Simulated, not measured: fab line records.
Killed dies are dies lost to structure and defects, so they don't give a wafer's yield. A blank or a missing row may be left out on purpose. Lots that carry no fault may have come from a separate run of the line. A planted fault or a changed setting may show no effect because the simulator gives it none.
Which of the tools did it? | flow gf180mcu | 14 lots with 42 wafers sampled at 5 steps, on a route of 602 steps

## WHAT THE GAUGES READ, wafer by wafer
GF_STI_THK_MEAS_02.
lot  | measured    | on           | STI_OXIDATION_THK (nm)
L143 | day 1 20:27 | filmMetro-03 | 9.97 10.09 9.99
L145 | day 2 06:06 | filmMetro-01 | 9.92 9.97 9.92
L144 | day 2 06:07 | filmMetro-03 | 9.87 9.94 9.95
L149 | day 3 03:57 | filmMetro-04 | 10.07 10.09 10.06
L150 | day 3 03:57 | filmMetro-01 | 10.37 10.38 10.25
L151 | day 3 12:32 | filmMetro-04 | 10.11 10.34 10.13
L152 | day 3 18:01 | filmMetro-03 | 10.04 9.98 10.03
L153 | day 3 22:24 | filmMetro-01 | 9.94 9.80 9.82
L155 | day 4 06:20 | filmMetro-03 | 9.79 9.92 9.72
L159 | day 5 00:34 | filmMetro-03 | 9.57 9.51 9.58
L160 | day 5 05:31 | filmMetro-04 | 9.97 10.12 10.16
L162 | day 5 15:52 | filmMetro-01 | 9.99 9.94 9.92
L163 | day 5 20:31 | filmMetro-03 | 10.00 10.18 10.03
L164 | day 6 01:31 | filmMetro-01 | 10.10 10.12 10.25

GF_STI_CD_MEAS_12: target cd 220 nm.
lot  | measured    | on       | cdNm (nm)
L143 | day 2 08:58 | cdSem-01 | 219.7 220.1 220.0
L145 | day 2 19:53 | cdSem-01 | 220.7 220.8 221.2
L144 | day 2 19:44 | cdSem-02 | 219.5 220.6 219.6
L149 | day 3 17:32 | cdSem-02 | 221.8 221.7 222.4
L150 | day 3 17:48 | cdSem-01 | 220.0 219.1 218.4
L151 | day 4 02:08 | cdSem-01 | 220.5 219.6 219.1
L152 | day 4 07:50 | cdSem-01 | 218.8 218.1 219.0
L153 | day 4 11:55 | cdSem-01 | 220.8 219.9 220.2
L155 | day 4 21:52 | cdSem-01 | 220.3 220.6 221.2
L159 | day 5 16:14 | cdSem-01 | 220.8 220.8 219.9
L160 | day 5 21:44 | cdSem-02 | 335.0 336.6 334.1
L162 | day 6 08:37 | cdSem-01 | 333.1 333.3 334.1
L163 | day 6 13:46 | cdSem-01 | 219.9 221.0 218.9
L164 | day 6 18:22 | cdSem-02 | 220.2 220.6 221.0

GF_LVPWELL_OVL_MEAS_07.
lot  | measured    | on         | LVPWELL_OVL (nm)
L143 | day 4 15:15 | overlay-02 | 1.7 0.5 2.0
L145 | day 5 00:15 | overlay-01 | 1.0 0.4 0.8
L144 | day 4 23:40 | overlay-02 | 1.1 -0.6 1.2
L149 | day 5 22:23 | overlay-01 | 3.8 2.6 3.3
L150 | day 5 22:23 | overlay-02 | 1.0 1.6 1.7
L151 | day 6 01:35 | overlay-01 | -0.1 1.8 3.2
L152 | day 6 07:15 | overlay-02 | 2.9 4.3 4.8
L153 | day 6 12:43 | overlay-01 | -0.3 0.0 1.0
L155 | day 6 22:48 | overlay-02 | 0.6 3.0 2.8
L159 | day 7 19:10 | overlay-01 | 3.5 1.5 0.4
L163 | day 8 17:30 | overlay-01 | 0.3 0.8 1.8
L164 | day 8 21:33 | overlay-02 | 1.8 0.1 -0.2

GF_NSD_OVL_MEAS_08.
lot  | measured     | on         | NSD_OVL (nm)
L143 | day 14 09:28 | overlay-02 | -1.5 -1.2 -0.5
L145 | day 14 18:43 | overlay-02 | -1.6 -1.1 0.2
L144 | day 14 17:37 | overlay-01 | 0.6 -0.3 0.4
L149 | day 16 09:52 | overlay-01 | 1.8 4.6 2.3
L150 | day 16 00:55 | overlay-01 | -0.2 1.0 -0.1
L151 | day 16 09:30 | overlay-01 | 1.3 0.7 -0.1
L152 | day 16 18:15 | overlay-02 | 0.7 0.5 -0.1
L153 | day 17 00:34 | overlay-01 | 0.5 0.6 2.1
L155 | day 17 19:46 | overlay-01 | -1.9 -0.7 -2.0
L159 | day 19 04:11 | overlay-02 | 2.4 1.2 1.7
L163 | day 20 09:23 | overlay-01 | 2.4 0.1 0.7
L164 | day 20 17:01 | overlay-01 | -0.7 -0.8 1.1

## EACH LOT AND THE TOOL THAT RAN IT (in order: tool; ch and the chambers of the sampled wafers; start)
lot  | GF_STI_PEB_10
L143 | lithoTrack-02 ch 0, day 2 08:38
L145 | lithoTrack-01 ch 0, day 2 19:32
L144 | lithoTrack-04 ch 0, day 2 19:25
L149 | lithoTrack-01 ch 0, day 3 17:11
L150 | lithoTrack-04 ch 0, day 3 17:27
L151 | lithoTrack-02 ch 0, day 4 01:47
L152 | lithoTrack-02 ch 0, day 4 07:29
L153 | lithoTrack-04 ch 0, day 4 11:35
L155 | lithoTrack-01 ch 0, day 4 21:31
L159 | lithoTrack-02 ch 0, day 5 15:55
L160 | lithoTrack-02 ch 0, day 5 21:23
L162 | lithoTrack-02 ch 0, day 6 08:17
L163 | lithoTrack-01 ch 0, day 6 13:25
L164 | lithoTrack-01 ch 0, day 6 18:01
- GF_STI_PEB_10: peb time 90 s.

## WHAT THE TOOLS THEMSELVES READ (means of the sampled wafers that have a number; where no wafer has one, the mark that the record gives instead)
GF_STI_PEB_10.
lot  | tool          | heaterPowerTotalW (W) | plateTempC (C)
L143 | lithoTrack-02 | 85.67                 | 135.19
L145 | lithoTrack-01 | 85.67                 | 134.83
L144 | lithoTrack-04 | 85.70                 | 135.02
L149 | lithoTrack-01 | 85.66                 | 135.14
L150 | lithoTrack-04 | 85.61                 | 135.10
L151 | lithoTrack-02 | 85.74                 | 134.98
L152 | lithoTrack-02 | 85.66                 | 134.89
L153 | lithoTrack-04 | 85.71                 | 135.05
L155 | lithoTrack-01 | 85.82                 | 134.94
L159 | lithoTrack-02 | 85.78                 | 135.16
L160 | lithoTrack-02 | 71.42                 | 117.57
L162 | lithoTrack-02 | 71.29                 | 117.32
L163 | lithoTrack-01 | 85.61                 | 134.96
L164 | lithoTrack-01 | 85.82                 | 134.75

## THE ANSWER, worked out from the rows above alone
Rule: the usual values come from the lots themselves. Put in order of their means at a reading, lots are off if they are a third of the lots or fewer, leave a main group of 4 or more, and stand apart from it by a gap of 3 or more times the standard deviation of the main group's means; of several such gaps the widest counts. Not used: any main group whose means are identical at the precision the tables above print for the reading. Also off: a lot with no number at a reading for which 4 or more lots have one. Any other lot the step has rows for is counted as sound. First the gauges in route order, then the tools' own readings, where a lot's mean is used as printed above. The first step at which some lot is off is used, and at that step the reading that is off furthest; a lot without a number counts as furthest.
Off: L160, L162 (GF_STI_CD_MEAS_12, cdNm). Main group: mean 220.2 nm, sd 0.82.
A tool fits if, at a process step before that reading, it ran every lot that is off, and no sound lot after the first of them. Not tried: the gauges at GF_STI_CD_MEAS_12; whatever is off there is also off at GF_STI_PEB_10, on other tools, and gauge error can't account for it. One fits: GF_STI_PEB_10 on lithoTrack-02. A fault onset in the window from L159 (day 5 15:55, its last sound lot) to L160 (day 5 21:23, its first lot off) fits.
The tool's own readings at GF_STI_PEB_10 bear it out: on the lots that are off they differ by more than 5 times the standard deviation of the sound lots' means. heaterPowerTotalW reads 71.36 W there against 85.70 W on the sound lots; plateTempC reads 117.44 C there against 135.00 C on the sound lots.

## WHAT THE SIMULATOR PUT IN
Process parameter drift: lithoTrack-02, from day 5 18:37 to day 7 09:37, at GF_STI_PEB_10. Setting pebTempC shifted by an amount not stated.
Struck lots among those shown: L160, L162. The same result came from the rule above.
